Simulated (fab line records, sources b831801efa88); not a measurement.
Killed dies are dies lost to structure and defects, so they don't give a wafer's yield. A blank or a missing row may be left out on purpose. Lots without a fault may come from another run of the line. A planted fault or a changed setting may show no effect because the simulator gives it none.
Which tool did it? | flow gf180mcu | 13 lots, 39 wafers sampled, at 3 steps of a route of 602

WHAT THE GAUGES READ, wafer by wafer
GF_VT_IMPLANT_OVL_MEAS_40. Usual: VT_IMPLANT_03_OVL 0.2 nm, standard deviation 1.7.
lot  | measured     | on         | VT_IMPLANT_03_OVL (nm) | flag
L918 | day 7 14:26  | overlay-02 | -0.5 -0.1 0.2          |
L919 | day 7 19:53  | overlay-02 | 0.5 1.3 2.0            |
L920 | day 8 02:48  | overlay-02 | -0.2 1.0 1.6           |
L921 | day 8 08:47  | overlay-01 | 2.1 -0.2 0.1           |
L922 | day 8 15:50  | overlay-01 | -0.8 -0.8 0.1          |
L931 | day 11 04:44 | overlay-02 | -1.6 -0.9 -3.4         |
L932 | day 11 13:31 | overlay-02 | -2.2 -2.9 -2.0         |
L936 | day 12 22:08 | overlay-01 | 0.7 1.0 2.2            |
L937 | day 13 07:44 | overlay-02 | 0.0 -2.5 -0.2          |
L938 | day 13 12:21 | overlay-02 | -0.4 -0.3 0.2          |
L939 | day 13 19:20 | overlay-02 | -2.8 0.8 -0.1          |
L941 | day 14 02:19 | overlay-01 | 4.4 3.1 5.4            |
L940 | day 14 04:10 | overlay-01 | 0.5 0.3 0.1            |

GF_VT_IMPLANT_RS_MEAS_49: measures by four-point-probe. Usual: MVPSD_RS 1168 ohm/sq, standard deviation 3.3.
lot  | measured     | on            | MVPSD_RS (ohm/sq) | flag
L918 | day 7 15:17  | film_metro-01 | 1177 1174 1175    |
L919 | day 7 20:46  | film_metro-03 | 1170 1164 1171    |
L920 | day 8 03:41  | film_metro-03 | 1165 1168 1168    |
L921 | day 8 09:39  | film_metro-01 | 1171 1169 1170    |
L922 | day 8 16:41  | film_metro-03 | 1167 1169 1167    |
L931 | day 11 05:35 | film_metro-03 | 1166 1167 1162    |
L932 | day 11 14:22 | film_metro-01 | 1171 1169 1175    |
L936 | day 12 22:59 | film_metro-02 | 1164 1165 1164    |
L937 | day 13 08:37 | film_metro-02 | 1167 1164 1167    |
L938 | day 13 13:14 | film_metro-02 | 1164 1165 1163    |
L939 | day 13 20:11 | film_metro-01 | 1176 1172 1168    |
L941 | day 14 03:11 | film_metro-03 | 1167 1167 1168    |
L940 | day 14 05:02 | film_metro-02 | 1165 1167 1166    |

GF_DUAL_GATE_OVL_MEAS_11. Usual: DUAL_GATE_OVL 0.2 nm, standard deviation 1.5.
lot  | measured     | on         | DUAL_GATE_OVL (nm) | flag
L918 | day 8 09:19  | overlay-02 | 1.8 0.6 -0.4       |
L919 | day 8 15:11  | overlay-01 | 2.5 0.9 0.3        |
L920 | day 8 22:25  | overlay-02 | 0.9 -0.1 1.4       |
L921 | day 9 04:55  | overlay-02 | 0.9 2.7 0.8        |
L922 | day 9 11:50  | overlay-01 | 2.1 0.0 0.9        |
L931 | day 12 02:19 | overlay-01 | 0.1 0.7 -0.7       |
L932 | day 12 11:02 | overlay-02 | -1.5 -2.4 -0.6     |
L936 | day 13 20:28 | overlay-02 | 1.3 0.4 0.4        |
L937 | day 14 06:43 | overlay-01 | 2.5 0.4 0.8        |
L938 | day 14 11:09 | overlay-02 | -0.2 -1.3 -1.9     |
L939 | day 14 17:57 | overlay-02 | -2.2 -2.6 -1.5     |
L941 | day 15 01:38 | overlay-01 | -0.6 1.9 0.5       |
L940 | day 15 04:02 | overlay-02 | -0.8 -0.7 1.5      |

WHICH TOOL RAN EACH LOT (tool, then ch and the chambers of the sampled wafers, then the start)
The record holds no process step before these readings.

WHAT THE TOOLS THEMSELVES READ (means of the sampled wafers that have a number; where no wafer has one, the mark that the record gives instead)
The record holds no such reading with a usual standard deviation.

THE ANSWER, worked out from the rows above alone
Rule: a lot is off if the mean of its wafers that have a number lies more than 3 standard deviations from the usual mean. A lot without any number at a reading at which 4 lots or more have one is off too. The other lots that the step has rows for count as sound. The gauges are gone through in route order, then the tools' own readings, and for those a lot's mean is taken as printed above. The first step at which some lot is off is used, and at that step the reading that is off furthest; a lot without a number counts as furthest.
No lot is off at any reading shown: from this, nothing can be told.

WHAT THE SIMULATOR HAD PUT IN
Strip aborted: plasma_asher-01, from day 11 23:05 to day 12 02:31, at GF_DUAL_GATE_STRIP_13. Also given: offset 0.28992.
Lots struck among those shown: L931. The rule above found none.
